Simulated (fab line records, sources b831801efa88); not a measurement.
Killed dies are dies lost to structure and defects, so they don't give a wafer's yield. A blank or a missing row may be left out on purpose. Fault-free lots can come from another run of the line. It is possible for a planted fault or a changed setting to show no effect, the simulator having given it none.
fab line records :: flow sfq_line
record:
  lots: 7
  wafers: 19
  last_day: 83
route steps=325 shown M4@148
lots that met no fault: taken from a fault-free run of the same line
start_h: the number of hours between the record's first day and the start of the first shown wafer of the lot :: wait_h: how many hours have passed since the lot's step before this one :: " same as the row above :: L1.1+2: several wafers, shown together as one row :: - either no value or no given start :: * or withheld: withheld :: < > ~ a bound
route shown NAME@n: NAME is a module with steps in the file, n the number in the route of the first one :: usual: mean/standard deviation taken from wafers without a fault :: same: alike in all rows :: chamber/n: place in a boat :: sites: each site's reading :: _std_site: how widely they spread, as a standard deviation :: _edge_site: mean of outer sites minus mean of inner sites :: radius_mm: for every site, how far away it sits from the centre of the wafer :: mask NAME#n: copy n :: behind: the last tool/chamber to shape the wafer :: hold: why the lot was held/for how many hours/how that ended :: device: names the non-switching transistor (n, p or np) :: end of line: tests of these same wafers at the route's end :: step lacking rows: just its recipe :: killed: dies lost to structure and defects at the first sort, not the wafer's yield :: map: a wafer's dies, marking killed ones x, the rest . and places with no die _
set.NAME: the run value of the setting; set.NAME@STEP: its run value at that earlier step :: model.NAME: the simulator's own value behind a step, which no gauge read
lots seen at some steps along the route; tables by step, rows by wafer
services: from which hour (start_h, from the record's first day; less than 0 if before it) a tool's chamber was out of use, for how many hours, and why
== steps ==
step: SFQ_TRILAYER_M4_DEP_PRE_CLEAN_092
recipe:
  gas: Ar
  time_s: 22.5
  bias_v: 250
step: SFQ_TRILAYER_M4_DEP_SPUTTER_091
recipe:
  material: Nb
  base_pressure_pa: 1.33e-06
  chamber_pressure_pa: 0.1333
  substrate_temp_c: 20
  resputter_cathode_voltage_v: 400
  target_thk_nm: 200
  power_w: 2000
  time_s: 133.3
usual:
  chamber_pressure_pa: 0.1333/0.00027
  throttle_valve_pct: 30.0/1.1
lot.wafer: L487.2
tool: pvd_sputter-03
chamber: -
start_h: 938.53
wait_h: 0.0
chamber_pressure_pa: 0.13372
throttle_valve_pct: 29.0

lot.wafer: L487.3
tool: pvd_sputter-03
chamber: -
start_h: 938.53
wait_h: 0.0
chamber_pressure_pa: 0.13322
throttle_valve_pct: 31.6

lot.wafer: L487.5
tool: pvd_sputter-03
chamber: -
start_h: 938.53
wait_h: 0.0
chamber_pressure_pa: 0.13347
throttle_valve_pct: 31.8

lot.wafer: L489.2
tool: pvd_sputter-03
chamber: -
start_h: 953.53
wait_h: 0.0
chamber_pressure_pa: 0.13299
throttle_valve_pct: 31.7

lot.wafer: L489.4
tool: pvd_sputter-03
chamber: -
start_h: 953.53
wait_h: 0.0
chamber_pressure_pa: 0.13344
throttle_valve_pct: 30.4

lot.wafer: L489.6
tool: pvd_sputter-03
chamber: -
start_h: 953.53
wait_h: 0.0
chamber_pressure_pa: 0.1331
throttle_valve_pct: 29.2

lot.wafer: L492.2
tool: pvd_sputter-05
chamber: -
start_h: 982.51
wait_h: 0.0
chamber_pressure_pa: 0.13348
throttle_valve_pct: 31.3

lot.wafer: L492.3
tool: pvd_sputter-05
chamber: -
start_h: 982.51
wait_h: 0.0
chamber_pressure_pa: 0.13303
throttle_valve_pct: 29.9

lot.wafer: L492.4
tool: pvd_sputter-05
chamber: -
start_h: 982.51
wait_h: 0.0
chamber_pressure_pa: 0.13299
throttle_valve_pct: 28.3

lot.wafer: L495.1
tool: pvd_sputter-06
chamber: -
start_h: 1005.71
wait_h: 0.0
chamber_pressure_pa: 0.13315
throttle_valve_pct: 28.9

lot.wafer: L495.4
tool: pvd_sputter-06
chamber: -
start_h: 1005.71
wait_h: 0.0
chamber_pressure_pa: 0.13362
throttle_valve_pct: 30.1

lot.wafer: L496.1
tool: pvd_sputter-05
chamber: -
start_h: 1015.91
wait_h: 0.0
chamber_pressure_pa: 0.13295
throttle_valve_pct: 29.9

lot.wafer: L496.4
tool: pvd_sputter-05
chamber: -
start_h: 1015.91
wait_h: 0.0
chamber_pressure_pa: 0.13346
throttle_valve_pct: 31.0

lot.wafer: L496.6
tool: pvd_sputter-05
chamber: -
start_h: 1015.91
wait_h: 0.0
chamber_pressure_pa: 0.13304
throttle_valve_pct: 31.4

lot.wafer: L497.1
tool: pvd_sputter-03
chamber: -
start_h: 1018.43
wait_h: 0.0
chamber_pressure_pa: 0.13347
throttle_valve_pct: 30.6

lot.wafer: L497.2
tool: pvd_sputter-03
chamber: -
start_h: 1018.43
wait_h: 0.0
chamber_pressure_pa: 0.13352
throttle_valve_pct: 29.3

lot.wafer: L502.1
tool: pvd_sputter-03
chamber: -
start_h: 1050.83
wait_h: 0.0
chamber_pressure_pa: 0.13342
throttle_valve_pct: 31.6

lot.wafer: L502.2
tool: pvd_sputter-03
chamber: -
start_h: 1050.83
wait_h: 0.0
chamber_pressure_pa: 0.13385
throttle_valve_pct: 29.3

lot.wafer: L502.3
tool: pvd_sputter-03
chamber: -
start_h: 1050.83
wait_h: 0.0
chamber_pressure_pa: 0.13337
throttle_valve_pct: 28.8
step: SFQ_M4_RS_MEAS_924
recipe:
  thk_meas_gauge: four-point-probe
  reads: Nb_of_TRILAYER_M4_DEP_SPUTTER_091
usual:
  M4_NB_RS: 0.892/0.0074
lot.wafer: L487.2
tool: film_metro-02
chamber: -
start_h: 938.64
wait_h: 0.1
M4_NB_RS[ohm/sq]: 0.891

lot.wafer: L487.3
tool: film_metro-02
chamber: -
start_h: 938.64
wait_h: 0.1
M4_NB_RS[ohm/sq]: 0.889

lot.wafer: L487.5
tool: film_metro-02
chamber: -
start_h: 938.64
wait_h: 0.1
M4_NB_RS[ohm/sq]: 0.886

lot.wafer: L489.2
tool: film_metro-01
chamber: -
start_h: 953.64
wait_h: 0.1
M4_NB_RS[ohm/sq]: 0.891

lot.wafer: L489.4
tool: film_metro-01
chamber: -
start_h: 953.64
wait_h: 0.1
M4_NB_RS[ohm/sq]: 0.882

lot.wafer: L489.6
tool: film_metro-01
chamber: -
start_h: 953.64
wait_h: 0.1
M4_NB_RS[ohm/sq]: 0.897

lot.wafer: L492.2
tool: film_metro-02
chamber: -
start_h: 982.62
wait_h: 0.1
M4_NB_RS[ohm/sq]: 0.889

lot.wafer: L492.3
tool: film_metro-02
chamber: -
start_h: 982.62
wait_h: 0.1
M4_NB_RS[ohm/sq]: 0.891

lot.wafer: L492.4
tool: film_metro-02
chamber: -
start_h: 982.62
wait_h: 0.1
M4_NB_RS[ohm/sq]: 0.892

lot.wafer: L495.1
tool: film_metro-02
chamber: -
start_h: 1005.80
wait_h: 0.0
M4_NB_RS[ohm/sq]: 0.893

lot.wafer: L495.4
tool: film_metro-02
chamber: -
start_h: 1005.80
wait_h: 0.0
M4_NB_RS[ohm/sq]: 0.895

lot.wafer: L496.1
tool: film_metro-01
chamber: -
start_h: 1016.00
wait_h: 0.0
M4_NB_RS[ohm/sq]: 0.895

lot.wafer: L496.4
tool: film_metro-01
chamber: -
start_h: 1016.00
wait_h: 0.0
M4_NB_RS[ohm/sq]: 0.897

lot.wafer: L496.6
tool: film_metro-01
chamber: -
start_h: 1016.00
wait_h: 0.0
M4_NB_RS[ohm/sq]: 0.895

lot.wafer: L497.1
tool: film_metro-03
chamber: -
start_h: 1018.52
wait_h: 0.0
M4_NB_RS[ohm/sq]: 0.878

lot.wafer: L497.2
tool: film_metro-03
chamber: -
start_h: 1018.52
wait_h: 0.0
M4_NB_RS[ohm/sq]: 0.886

lot.wafer: L502.1
tool: film_metro-01
chamber: -
start_h: 1050.92
wait_h: 0.0
M4_NB_RS[ohm/sq]: 0.886

lot.wafer: L502.2
tool: film_metro-01
chamber: -
start_h: 1050.92
wait_h: 0.0
M4_NB_RS[ohm/sq]: 0.889

lot.wafer: L502.3
tool: film_metro-01
chamber: -
start_h: 1050.92
wait_h: 0.0
M4_NB_RS[ohm/sq]: 0.891
step: SFQ_TRILAYER_M4_LITHO_COAT_098
recipe:
  resist: BARC
  spin_rpm: 3000
  resist_thk_nm: 62
step: SFQ_TRILAYER_M4_LITHO_COAT_093
recipe:
  resist: KrF
  spin_rpm: 3000
  resist_thk_nm: 600
step: SFQ_TRILAYER_M4_LITHO_SOFTBAKE_097
recipe:
  temp_c: withheld
  time_s: withheld
  resist: KrF
step: SFQ_TRILAYER_M4_LITHO_EXPOSE_094
recipe:
  mask_id: M4
  na: 0.6
  source_shape: conventional
  sigma_outer: 0.65
  target_cd_nm: 500
  dose_mj: 14.4
step: SFQ_TRILAYER_M4_LITHO_PEB_096
recipe:
  peb_temp_c: 115
  peb_time_s: 60
  resist: KrF
step: SFQ_TRILAYER_M4_LITHO_DEVELOP_095
recipe:
  time_s: 60
  resist: KrF
step: SFQ_M4_OVL_MEAS_926
usual:
  M4_OVL: 3/4.7
lot.wafer: L487.2
tool: overlay-01
chamber: -
start_h: 1086.89
wait_h: 0.1
M4_OVL[nm]: 5

lot.wafer: L487.3
tool: overlay-01
chamber: -
start_h: 1086.89
wait_h: 0.1
M4_OVL[nm]: 4

lot.wafer: L487.5
tool: overlay-01
chamber: -
start_h: 1086.89
wait_h: 0.1
M4_OVL[nm]: 3

lot.wafer: L489.2
tool: overlay-02
chamber: -
start_h: 1102.49
wait_h: 0.1
M4_OVL[nm]: 5

lot.wafer: L489.4
tool: overlay-02
chamber: -
start_h: 1102.49
wait_h: 0.1
M4_OVL[nm]: 11

lot.wafer: L489.6
tool: overlay-02
chamber: -
start_h: 1102.49
wait_h: 0.1
M4_OVL[nm]: 9

lot.wafer: L492.2
tool: overlay-02
chamber: -
start_h: 1119.29
wait_h: 0.1
M4_OVL[nm]: 3

lot.wafer: L492.3
tool: overlay-02
chamber: -
start_h: 1119.29
wait_h: 0.1
M4_OVL[nm]: 10

lot.wafer: L492.4
tool: overlay-02
chamber: -
start_h: 1119.29
wait_h: 0.1
M4_OVL[nm]: 6

lot.wafer: L495.1
tool: overlay-02
chamber: -
start_h: 1149.11
wait_h: 0.1
M4_OVL[nm]: 3

lot.wafer: L495.4
tool: overlay-02
chamber: -
start_h: 1149.11
wait_h: 0.1
M4_OVL[nm]: -1

lot.wafer: L496.1
tool: overlay-02
chamber: -
start_h: 1158.83
wait_h: 0.1
M4_OVL[nm]: 5

lot.wafer: L496.4
tool: overlay-02
chamber: -
start_h: 1158.83
wait_h: 0.1
M4_OVL[nm]: 10

lot.wafer: L496.6
tool: overlay-02
chamber: -
start_h: 1158.83
wait_h: 0.1
M4_OVL[nm]: 6

lot.wafer: L497.1
tool: overlay-02
chamber: -
start_h: 1161.23
wait_h: 0.1
M4_OVL[nm]: 1

lot.wafer: L497.2
tool: overlay-02
chamber: -
start_h: 1161.23
wait_h: 0.1
M4_OVL[nm]: -7

lot.wafer: L502.1
tool: overlay-01
chamber: -
start_h: 1198.68
wait_h: 0.1
M4_OVL[nm]: 3

lot.wafer: L502.2
tool: overlay-01
chamber: -
start_h: 1198.68
wait_h: 0.1
M4_OVL[nm]: 2

lot.wafer: L502.3
tool: overlay-01
chamber: -
start_h: 1198.68
wait_h: 0.1
M4_OVL[nm]: 5
step: SFQ_TRILAYER_M4_BARC_OPEN_METAL_ETCH_123
recipe:
  mask_material: PR
  chemistry: O2
  target_depth_nm: 125
  target: BARC
  icp_w: 600
  bias_w: 80
  pressure_mtorr: 10
  time_s: 41.7
usual:
  drypump_motor_current_A: 5.6/0.42
  oes_product_au: 0.685/0.0051
lot.wafer: L487.2
tool: rie_metal-04
chamber: 0
start_h: 1086.92
wait_h: 0.0
drypump_motor_current_A: 6.2
oes_product_au: 0.687
rf_hours_counter_h: 109

lot.wafer: L487.3
tool: rie_metal-04
chamber: 0
start_h: 1086.92
wait_h: 0.0
drypump_motor_current_A: 6.2
oes_product_au: 0.684
rf_hours_counter_h: -

lot.wafer: L487.5
tool: rie_metal-04
chamber: 1
start_h: 1086.92
wait_h: 0.0
drypump_motor_current_A: 5.3
oes_product_au: 0.687
rf_hours_counter_h: -

lot.wafer: L489.2
tool: rie_metal-03
chamber: 1
start_h: 1102.52
wait_h: 0.0
drypump_motor_current_A: 5.0
oes_product_au: 0.680
rf_hours_counter_h: 76

lot.wafer: L489.4
tool: rie_metal-03
chamber: 0
start_h: 1102.52
wait_h: 0.0
drypump_motor_current_A: 6.0
oes_product_au: 0.682
rf_hours_counter_h: -

lot.wafer: L489.6
tool: rie_metal-03
chamber: 0
start_h: 1102.52
wait_h: 0.0
drypump_motor_current_A: 6.0
oes_product_au: 0.683
rf_hours_counter_h: -

lot.wafer: L492.2
tool: rie_metal-04
chamber: 1
start_h: 1119.32
wait_h: 0.0
drypump_motor_current_A: 5.3
oes_product_au: 0.682
rf_hours_counter_h: 121

lot.wafer: L492.3
tool: rie_metal-04
chamber: 0
start_h: 1119.32
wait_h: 0.0
drypump_motor_current_A: 6.2
oes_product_au: 0.685
rf_hours_counter_h: -

lot.wafer: L492.4
tool: rie_metal-04
chamber: 1
start_h: 1119.32
wait_h: 0.0
drypump_motor_current_A: 5.3
oes_product_au: 0.680
rf_hours_counter_h: -

lot.wafer: L495.1
tool: rie_metal-04
chamber: 0
start_h: 1149.14
wait_h: 0.0
drypump_motor_current_A: 6.2
oes_product_au: 0.689
rf_hours_counter_h: 115

lot.wafer: L495.4
tool: rie_metal-04
chamber: 1
start_h: 1149.14
wait_h: 0.0
drypump_motor_current_A: 5.3
oes_product_au: 0.687
rf_hours_counter_h: -

lot.wafer: L496.1
tool: rie_metal-04
chamber: 0
start_h: 1158.87
wait_h: 0.0
drypump_motor_current_A: 6.2
oes_product_au: 0.684
rf_hours_counter_h: 116

lot.wafer: L496.4
tool: rie_metal-04
chamber: 0
start_h: 1158.87
wait_h: 0.0
drypump_motor_current_A: 6.2
oes_product_au: 0.678
rf_hours_counter_h: -

lot.wafer: L496.6
tool: rie_metal-04
chamber: 0
start_h: 1158.87
wait_h: 0.0
drypump_motor_current_A: 6.2
oes_product_au: 0.692
rf_hours_counter_h: -

lot.wafer: L497.1
tool: rie_metal-04
chamber: 1
start_h: 1161.27
wait_h: 0.0
drypump_motor_current_A: 5.3
oes_product_au: 0.694
rf_hours_counter_h: 126

lot.wafer: L497.2
tool: rie_metal-04
chamber: 0
start_h: 1161.27
wait_h: 0.0
drypump_motor_current_A: 6.2
oes_product_au: 0.685
rf_hours_counter_h: 116

lot.wafer: L502.1
tool: rie_metal-03
chamber: 0
start_h: 1198.72
wait_h: 0.0
drypump_motor_current_A: 6.0
oes_product_au: 0.685
rf_hours_counter_h: 7

lot.wafer: L502.2
tool: rie_metal-03
chamber: 1
start_h: 1198.72
wait_h: 0.0
drypump_motor_current_A: 5.0
oes_product_au: 0.679
rf_hours_counter_h: 89

lot.wafer: L502.3
tool: rie_metal-03
chamber: 1
start_h: 1198.72
wait_h: 0.0
drypump_motor_current_A: 5.0
oes_product_au: 0.682
rf_hours_counter_h: -
step: SFQ_TRILAYER_M4_ETCH_METAL_ETCH_096
recipe:
  target: Nb
  stop_on: SiO2
  mask_material: PR
  chemistry: Cl2/Ar
  target_depth_nm: 240
  icp_w: 600
  bias_w: 80
  pressure_mtorr: 10
  time_s: 120
usual:
  drypump_motor_current_A: 5.6/0.42
  oes_product_au: 0.893/0.0065
lot.wafer: L487.2
tool: rie_metal-04
chamber: 0
start_h: 1086.98
wait_h: 0.0
drypump_motor_current_A: 6.2
oes_product_au: 0.885
rf_hours_counter_h: 109
model.KrF_of_TRILAYER_M4_LITHO_COAT_093.thk_nm: 379.8
model.M4.feature_depth_nm: 199.3
model.SiO2_of_TRILAYER_I3_DEP_PECVD_081.thk_nm: 192

lot.wafer: L487.3
tool: rie_metal-04
chamber: 0
start_h: 1086.98
wait_h: 0.0
drypump_motor_current_A: 6.2
oes_product_au: 0.887
rf_hours_counter_h: -
model.KrF_of_TRILAYER_M4_LITHO_COAT_093.thk_nm: 380.8
model.M4.feature_depth_nm: 200.5
model.SiO2_of_TRILAYER_I3_DEP_PECVD_081.thk_nm: 192.9

lot.wafer: L487.5
tool: rie_metal-04
chamber: 1
start_h: 1086.98
wait_h: 0.0
drypump_motor_current_A: 5.3
oes_product_au: 0.897
rf_hours_counter_h: -
model.KrF_of_TRILAYER_M4_LITHO_COAT_093.thk_nm: 375.1
model.M4.feature_depth_nm: 200.8
model.SiO2_of_TRILAYER_I3_DEP_PECVD_081.thk_nm: 191.2

lot.wafer: L489.2
tool: rie_metal-03
chamber: 1
start_h: 1102.58
wait_h: 0.0
drypump_motor_current_A: 5.0
oes_product_au: 0.894
rf_hours_counter_h: 76
model.KrF_of_TRILAYER_M4_LITHO_COAT_093.thk_nm: 387
model.M4.feature_depth_nm: 200.2
model.SiO2_of_TRILAYER_I3_DEP_PECVD_081.thk_nm: 191.5

lot.wafer: L489.4
tool: rie_metal-03
chamber: 0
start_h: 1102.58
wait_h: 0.0
drypump_motor_current_A: 5.9
oes_product_au: 0.901
rf_hours_counter_h: -
model.KrF_of_TRILAYER_M4_LITHO_COAT_093.thk_nm: 381.2
model.M4.feature_depth_nm: 201.7
model.SiO2_of_TRILAYER_I3_DEP_PECVD_081.thk_nm: 191.6

lot.wafer: L489.6
tool: rie_metal-03
chamber: 0
start_h: 1102.58
wait_h: 0.0
drypump_motor_current_A: 6.0
oes_product_au: 0.883
rf_hours_counter_h: -
model.KrF_of_TRILAYER_M4_LITHO_COAT_093.thk_nm: 383.2
model.M4.feature_depth_nm: 198.6
model.SiO2_of_TRILAYER_I3_DEP_PECVD_081.thk_nm: 192.6

lot.wafer: L492.2
tool: rie_metal-04
chamber: 1
start_h: 1119.38
wait_h: 0.0
drypump_motor_current_A: 5.3
oes_product_au: 0.908
rf_hours_counter_h: 121
model.KrF_of_TRILAYER_M4_LITHO_COAT_093.thk_nm: 382
model.M4.feature_depth_nm: 199.7
model.SiO2_of_TRILAYER_I3_DEP_PECVD_081.thk_nm: 193.7

lot.wafer: L492.3
tool: rie_metal-04
chamber: 0
start_h: 1119.38
wait_h: 0.0
drypump_motor_current_A: 6.2
oes_product_au: 0.884
rf_hours_counter_h: -
model.KrF_of_TRILAYER_M4_LITHO_COAT_093.thk_nm: 386.3
model.M4.feature_depth_nm: 199.5
model.SiO2_of_TRILAYER_I3_DEP_PECVD_081.thk_nm: 193.3

lot.wafer: L492.4
tool: rie_metal-04
chamber: 1
start_h: 1119.38
wait_h: 0.0
drypump_motor_current_A: 5.3
oes_product_au: 0.898
rf_hours_counter_h: -
model.KrF_of_TRILAYER_M4_LITHO_COAT_093.thk_nm: 383.6
model.M4.feature_depth_nm: 199.4
model.SiO2_of_TRILAYER_I3_DEP_PECVD_081.thk_nm: 192.9

lot.wafer: L495.1
tool: rie_metal-04
chamber: 0
start_h: 1149.20
wait_h: 0.0
drypump_motor_current_A: 6.2
oes_product_au: 0.896
rf_hours_counter_h: 115
model.KrF_of_TRILAYER_M4_LITHO_COAT_093.thk_nm: 384.3
model.M4.feature_depth_nm: 199.1
model.SiO2_of_TRILAYER_I3_DEP_PECVD_081.thk_nm: 191.7

lot.wafer: L495.4
tool: rie_metal-04
chamber: 1
start_h: 1149.20
wait_h: 0.0
drypump_motor_current_A: 5.3
oes_product_au: 0.903
rf_hours_counter_h: -
model.KrF_of_TRILAYER_M4_LITHO_COAT_093.thk_nm: 315.5
model.M4.feature_depth_nm: 210
model.SiO2_of_TRILAYER_I3_DEP_PECVD_081.thk_nm: 180.6

lot.wafer: L496.1
tool: rie_metal-04
chamber: 0
start_h: 1158.93
wait_h: 0.0
drypump_motor_current_A: 6.2
oes_product_au: 0.883
rf_hours_counter_h: 116
model.KrF_of_TRILAYER_M4_LITHO_COAT_093.thk_nm: 388.3
model.M4.feature_depth_nm: 198.6
model.SiO2_of_TRILAYER_I3_DEP_PECVD_081.thk_nm: 192.2

lot.wafer: L496.4
tool: rie_metal-04
chamber: 0
start_h: 1158.93
wait_h: 0.0
drypump_motor_current_A: 6.2
oes_product_au: 0.900
rf_hours_counter_h: -
model.KrF_of_TRILAYER_M4_LITHO_COAT_093.thk_nm: 326.9
model.M4.feature_depth_nm: 209.6
model.SiO2_of_TRILAYER_I3_DEP_PECVD_081.thk_nm: 181.2

lot.wafer: L496.6
tool: rie_metal-04
chamber: 0
start_h: 1158.93
wait_h: 0.0
drypump_motor_current_A: 6.2
oes_product_au: 0.881
rf_hours_counter_h: -
model.KrF_of_TRILAYER_M4_LITHO_COAT_093.thk_nm: 388.6
model.M4.feature_depth_nm: 198.9
model.SiO2_of_TRILAYER_I3_DEP_PECVD_081.thk_nm: 192.3

lot.wafer: L497.1
tool: rie_metal-04
chamber: 1
start_h: 1161.33
wait_h: 0.0
drypump_motor_current_A: 5.3
oes_product_au: 0.905
rf_hours_counter_h: 126
model.KrF_of_TRILAYER_M4_LITHO_COAT_093.thk_nm: 385.6
model.M4.feature_depth_nm: 202.7
model.SiO2_of_TRILAYER_I3_DEP_PECVD_081.thk_nm: 192.7

lot.wafer: L497.2
tool: rie_metal-04
chamber: 0
start_h: 1161.33
wait_h: 0.0
drypump_motor_current_A: 6.2
oes_product_au: 0.903
rf_hours_counter_h: 117
model.KrF_of_TRILAYER_M4_LITHO_COAT_093.thk_nm: 323.9
model.M4.feature_depth_nm: 212.4
model.SiO2_of_TRILAYER_I3_DEP_PECVD_081.thk_nm: 181.3

lot.wafer: L502.1
tool: rie_metal-03
chamber: 0
start_h: 1198.78
wait_h: 0.0
drypump_motor_current_A: 6.0
oes_product_au: 0.898
rf_hours_counter_h: 7
model.KrF_of_TRILAYER_M4_LITHO_COAT_093.thk_nm: 381.8
model.M4.feature_depth_nm: 200.7
model.SiO2_of_TRILAYER_I3_DEP_PECVD_081.thk_nm: 193.1

lot.wafer: L502.2
tool: rie_metal-03
chamber: 1
start_h: 1198.78
wait_h: 0.0
drypump_motor_current_A: 5.0
oes_product_au: 0.898
rf_hours_counter_h: 89
model.KrF_of_TRILAYER_M4_LITHO_COAT_093.thk_nm: 384.6
model.M4.feature_depth_nm: 200.3
model.SiO2_of_TRILAYER_I3_DEP_PECVD_081.thk_nm: 193.5

lot.wafer: L502.3
tool: rie_metal-03
chamber: 1
start_h: 1198.78
wait_h: 0.0
drypump_motor_current_A: 5.0
oes_product_au: 0.888
rf_hours_counter_h: -
model.KrF_of_TRILAYER_M4_LITHO_COAT_093.thk_nm: 380.5
model.M4.feature_depth_nm: 199.6
model.SiO2_of_TRILAYER_I3_DEP_PECVD_081.thk_nm: 192.9
step: SFQ_TRILAYER_M4_STRIP_STRIP_097
recipe:
  gas: O2
  power_w: 200
  platen_temp_c: 40
  overash_fraction: 0.65
  chemistry: O2
  pressure_mtorr: 50
usual:
  drypump_motor_current_A: 5.6/0.42
  oes_product_au: 0.999/0.0074
lot.wafer: L487.2
tool: rie_metal-04
chamber: 0
start_h: 1087.10
wait_h: 0.1
drypump_motor_current_A: 6.2
oes_product_au: 1.000
rf_hours_counter_h: 109

lot.wafer: L487.3
tool: rie_metal-04
chamber: 0
start_h: 1087.10
wait_h: 0.1
drypump_motor_current_A: 6.2
oes_product_au: 0.987
rf_hours_counter_h: -

lot.wafer: L487.5
tool: rie_metal-04
chamber: 1
start_h: 1087.10
wait_h: 0.1
drypump_motor_current_A: 5.3
oes_product_au: 1.011
rf_hours_counter_h: -

lot.wafer: L489.2
tool: rie_metal-03
chamber: 1
start_h: 1102.70
wait_h: 0.1
drypump_motor_current_A: 5.0
oes_product_au: 0.993
rf_hours_counter_h: 76

lot.wafer: L489.4
tool: rie_metal-03
chamber: 0
start_h: 1102.70
wait_h: 0.1
drypump_motor_current_A: 6.0
oes_product_au: 1.000
rf_hours_counter_h: -

lot.wafer: L489.6
tool: rie_metal-03
chamber: 0
start_h: 1102.70
wait_h: 0.1
drypump_motor_current_A: 6.0
oes_product_au: 1.016
rf_hours_counter_h: -

lot.wafer: L492.2
tool: rie_metal-04
chamber: 1
start_h: 1119.50
wait_h: 0.1
drypump_motor_current_A: 5.3
oes_product_au: 1.012
rf_hours_counter_h: 121

lot.wafer: L492.3
tool: rie_metal-04
chamber: 0
start_h: 1119.50
wait_h: 0.1
drypump_motor_current_A: 6.2
oes_product_au: 0.998
rf_hours_counter_h: -

lot.wafer: L492.4
tool: rie_metal-04
chamber: 1
start_h: 1119.50
wait_h: 0.1
drypump_motor_current_A: 5.3
oes_product_au: 1.007
rf_hours_counter_h: -

lot.wafer: L495.1
tool: rie_metal-04
chamber: 0
start_h: 1149.33
wait_h: 0.1
drypump_motor_current_A: 6.2
oes_product_au: 0.990
rf_hours_counter_h: 115

lot.wafer: L495.4
tool: rie_metal-04
chamber: 1
start_h: 1149.33
wait_h: 0.1
drypump_motor_current_A: 5.3
oes_product_au: 0.991
rf_hours_counter_h: -

lot.wafer: L496.1
tool: rie_metal-04
chamber: 0
start_h: 1159.05
wait_h: 0.1
drypump_motor_current_A: 6.3
oes_product_au: 0.994
rf_hours_counter_h: 116

lot.wafer: L496.4
tool: rie_metal-04
chamber: 0
start_h: 1159.05
wait_h: 0.1
drypump_motor_current_A: 6.2
oes_product_au: 0.998
rf_hours_counter_h: -

lot.wafer: L496.6
tool: rie_metal-04
chamber: 0
start_h: 1159.05
wait_h: 0.1
drypump_motor_current_A: 6.2
oes_product_au: 0.988
rf_hours_counter_h: -

lot.wafer: L497.1
tool: rie_metal-04
chamber: 1
start_h: 1161.45
wait_h: 0.1
drypump_motor_current_A: 5.3
oes_product_au: 1.009
rf_hours_counter_h: 126

lot.wafer: L497.2
tool: rie_metal-04
chamber: 0
start_h: 1161.45
wait_h: 0.1
drypump_motor_current_A: 6.2
oes_product_au: 0.999
rf_hours_counter_h: 117

lot.wafer: L502.1
tool: rie_metal-03
chamber: 0
start_h: 1198.90
wait_h: 0.1
drypump_motor_current_A: 6.0
oes_product_au: 1.011
rf_hours_counter_h: 7

lot.wafer: L502.2
tool: rie_metal-03
chamber: 1
start_h: 1198.90
wait_h: 0.1
drypump_motor_current_A: 5.0
oes_product_au: 1.001
rf_hours_counter_h: 90

lot.wafer: L502.3
tool: rie_metal-03
chamber: 1
start_h: 1198.90
wait_h: 0.1
drypump_motor_current_A: 5.0
oes_product_au: 0.999
rf_hours_counter_h: -
== services ==
tool: pvd_sputter-06
chamber: -
start_h: 931.23
hours: 8.2
kind: repair

tool: pvd_sputter-05
chamber: -
start_h: 952.80
hours: 0.8
kind: repair

tool: rie_metal-03
chamber: -
start_h: 953.10
hours: 2.8
kind: pm

tool: rie_metal-04
chamber: -
start_h: 954.34
hours: 0.5
kind: repair

tool: pvd_sputter-03
chamber: -
start_h: 968.75
hours: 3.4
kind: repair

tool: rie_metal-04
chamber: -
start_h: 969.99
hours: 4.4
kind: repair

tool: rie_metal-04
chamber: 0
start_h: 985.08
hours: 21.4
kind: repair

tool: pvd_sputter-03
chamber: 0
start_h: 1020.90
hours: -
kind: consumable_replace:kit

tool: pvd_sputter-03
chamber: 0
start_h: 1020.90
hours: 18.0
kind: scheduled_down

tool: pvd_sputter-03
chamber: 0
start_h: 1020.90
hours: 18.0
kind: vent_cycle

tool: pvd_sputter-06
chamber: -
start_h: 1059.35
hours: 2.2
kind: repair

tool: pvd_sputter-06
chamber: -
start_h: 1072.06
hours: 0.7
kind: repair

tool: rie_metal-03
chamber: 0
start_h: 1109.71
hours: -
kind: clean

tool: rie_metal-03
chamber: 0
start_h: 1109.71
hours: -
kind: consumable_replace:focus_ring

tool: rie_metal-03
chamber: 0
start_h: 1109.71
hours: 27.2
kind: scheduled_down

tool: rie_metal-03
chamber: 0
start_h: 1109.71
hours: 27.2
kind: vent_cycle

tool: pvd_sputter-06
chamber: -
start_h: 1113.80
hours: 50.0
kind: repair

tool: pvd_sputter-06
chamber: 3
start_h: 1188.28
hours: -
kind: consumable_replace:kit

tool: pvd_sputter-06
chamber: 3
start_h: 1188.28
hours: 18.0
kind: scheduled_down

tool: pvd_sputter-06
chamber: 3
start_h: 1188.28
hours: 18.0
kind: vent_cycle

tool: pvd_sputter-03
chamber: -
start_h: 1191.48
hours: 3.7
kind: repair
== key ==
first_sign none at tools or gauges
model_effect:
  step: SFQ_TRILAYER_M4_ETCH_METAL_ETCH_096
  value: KrF_of_TRILAYER_M4_LITHO_COAT_093.thk_nm
  without: 387.7
  struck: 322.1
met_at SFQ_TRILAYER_M4_ETCH_METAL_ETCH_096
struck_wafers L495.4,L496.4,L497.2
onset_between 1119.38 1149.20
fault:
  kind: process_parameter_drift
  tool: rie_metal-04
  chamber: -
  onset_h: 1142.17
  steps: SFQ_TRILAYER_M4_ETCH_METAL_ETCH_096
  channel: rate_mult
  offset: 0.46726
  shape: step
  end_h: 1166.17
  scope: struck_wafers_only
